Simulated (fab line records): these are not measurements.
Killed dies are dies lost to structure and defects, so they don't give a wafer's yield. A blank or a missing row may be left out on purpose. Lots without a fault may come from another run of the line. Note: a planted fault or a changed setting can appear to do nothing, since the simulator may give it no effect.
Which tool was responsible? ; flow sky130 ; 39 wafers from 13 lots sampled at 5 of the route's 708 steps

WHAT EACH GAUGE READ, for each wafer
SKY_SD_N_CD_MEAS_07: the cd target is 380 nm.
lot;measured;on;cd-nm (nm)
L944;day 27 17:50;cd-sem-02;377.6 378.4 377.3
L945;day 27 22:29;cd-sem-02;382.8 380.2 381.7
L946;day 28 16:37;cd-sem-02;379.0 377.7 378.6
L947;day 28 19:41;cd-sem-02;379.9 378.8 378.0
L950;day 30 01:16;cd-sem-01;380.8 381.7 381.2
L959;day 33 05:22;cd-sem-01;378.9 380.8 379.5
L960;day 33 11:40;cd-sem-02;381.3 382.6 380.6
L961;day 33 17:10;cd-sem-01;378.2 379.1 376.8
L962;day 33 23:56;cd-sem-02;388.6 388.9 387.8
L963;day 34 02:40;cd-sem-01;382.0 382.7 381.4
L965;day 34 12:23;cd-sem-01;380.3 380.6 380.7
L966;day 35 00:25;cd-sem-01;371.9 373.9 375.0
L967;day 35 17:35;cd-sem-02;378.3 379.9 380.1

SKY_SD_N_RS_MEAS_18: the measuring method here is four-point-probe.
lot;measured;on;RES_XHIGH_RS (ohm/sq)
L944;day 27 18:55;film-metro-02;333.6 331.6 332.8
L945;day 27 23:34;film-metro-03;331.8 332.6 331.1
L946;day 28 17:42;film-metro-03;330.1 330.5 331.1
L947;day 28 20:46;film-metro-03;333.0 330.6 332.1
L950;day 30 02:20;film-metro-03;344.6 345.0 330.4
L959;day 33 06:27;film-metro-02;331.6 332.7 332.4
L960;day 33 12:44;film-metro-03;333.2 332.4 332.9
L961;day 33 18:15;film-metro-04;332.2 332.4 332.8
L962;day 34 01:01;film-metro-03;332.7 332.7 333.4
L963;day 34 03:44;film-metro-04;335.0 334.3 333.8
L965;day 34 13:28;film-metro-02;335.0 335.3 334.3
L966;day 35 01:30;film-metro-03;333.2 333.2 333.8
L967;day 35 18:40;film-metro-02;333.2 332.6 331.5

SKY_LI_CONTACT_BOW_MEAS_03.
lot;measured;on;LI_CONTACT_BOW (um)
L944;day 27 19:31;film-metro-02;75 58 55
L945;day 28 00:10;film-metro-03;51 65 62
L946;day 28 18:18;film-metro-02;53 62 52
L947;day 28 21:22;film-metro-02;61 58 58
L950;day 30 02:56;film-metro-03;66 61 62
L959;day 33 07:03;film-metro-04;56 48 57
L960;day 33 13:20;film-metro-03;64 65 68
L961;day 33 18:51;film-metro-04;50 62 67
L962;day 34 01:37;film-metro-04;59 53 38
L963;day 34 04:21;film-metro-04;48 47 48
L965;day 34 14:04;film-metro-04;71 56 52
L966;day 35 02:11;film-metro-03;47 48 50
L967;day 35 19:16;film-metro-02;57 51 55

WHAT TOOL EACH LOT RAN ON (gives the tool, then ch and the chambers of the sampled wafers, and finally the start)
lot;SKY_RES_XHIGH_IMPLANT_07;SKY_SD_N_STRIP_11
L944;implanter-04 ch 0, day 26 13:00;plasma-asher-03 ch 0,1, day 27 18:17
L945;implanter-03 ch 0, day 26 17:46;plasma-asher-02 ch 0,1, day 27 22:55
L946;implanter-03 ch 0, day 27 11:53;plasma-asher-04 ch 0,1, day 28 17:04
L947;implanter-03 ch 0, day 27 14:53;plasma-asher-03 ch 0,1, day 28 20:08
L950;implanter-03 ch 0, day 28 21:03;plasma-asher-03 ch 0,1, day 30 01:43
L959;implanter-03 ch 0, day 32 02:18;plasma-asher-02 ch 0,1, day 33 05:49
L960;implanter-01 ch 0, day 32 08:15;plasma-asher-03 ch 0,1, day 33 12:05
L961;implanter-03 ch 0, day 32 14:30;plasma-asher-04 ch 0,1, day 33 17:37
L962;implanter-01 ch 0, day 32 21:18;plasma-asher-04 ch 0,1, day 34 00:22
L963;implanter-03 ch 0, day 33 00:08;plasma-asher-02 ch 0,1, day 34 03:07
L965;implanter-03 ch 0, day 33 09:56;plasma-asher-02 ch 0,1, day 34 12:50
L966;implanter-04 ch 0, day 33 22:05;plasma-asher-03 ch 0,1, day 35 00:52
L967;implanter-01 ch 0, day 34 15:13;plasma-asher-02 ch 0,1, day 35 18:01
- SKY_RES_XHIGH_IMPLANT_07
- SKY_SD_N_STRIP_11: strips in O2/N2.

AS READ BY THE TOOLS THEMSELVES (means over the sampled wafers that have a number; for cases with no such wafer, the mark the record gives instead)
SKY_SD_N_STRIP_11.
lot;tool;drypump-motor-current-A (A);oes-product-au (a.u.);strip-time-to-endpoint-s (s)
L944;plasma-asher-03;5.56;0.530;22.53
L945;plasma-asher-02;5.73;0.530;22.54
L946;plasma-asher-04;6.34;0.528;22.49
L947;plasma-asher-03;5.64;0.533;22.47
L950;plasma-asher-03;5.63;0.529;22.52
L959;plasma-asher-02;5.71;0.529;22.47
L960;plasma-asher-03;5.66;0.531;22.53
L961;plasma-asher-04;6.38;0.528;22.54
L962;plasma-asher-04;6.28;0.528;22.48
L963;plasma-asher-02;5.67;0.533;22.52
L965;plasma-asher-02;5.73;0.525;22.50
L966;plasma-asher-03;5.66;0.525;22.46
L967;plasma-asher-02;5.74;0.529;22.46

THE ANSWER, worked out from the rows above alone
Rule: usual is defined by the lots themselves. The widest of any qualifying gaps counts: lots, ordered by their means at a reading, are off when they make up no more than a third of the lots, leave a main group of 4 or more, and stand apart from it by 3 or more times the standard deviation of that group's means. If all means in a main group match to the digits the tables above print for the reading, that group is not used. Also off: a lot with no number at a reading for which 4 or more lots have one. The other lots that the step has rows for count as sound. After the gauges, taken in route order, come the tools' own readings; for these a lot's mean is taken, as printed above. At the first step where some lot is off, the reading lying furthest off is the one used; lots without a number count as furthest.
Off: at SKY_SD_N_RS_MEAS_18 (RES_XHIGH_RS), L950. Mean 332.7 ohm/sq and standard deviation 1.1 in the main group.
A tool fits if, at a process step before that reading, it ran every lot that is off, and no sound lot after the first of them. The gauges at SKY_SD_N_RS_MEAS_18 are tried like those tools. Of those tried, none fits.

WHAT THE SIMULATOR HAD INSERTED
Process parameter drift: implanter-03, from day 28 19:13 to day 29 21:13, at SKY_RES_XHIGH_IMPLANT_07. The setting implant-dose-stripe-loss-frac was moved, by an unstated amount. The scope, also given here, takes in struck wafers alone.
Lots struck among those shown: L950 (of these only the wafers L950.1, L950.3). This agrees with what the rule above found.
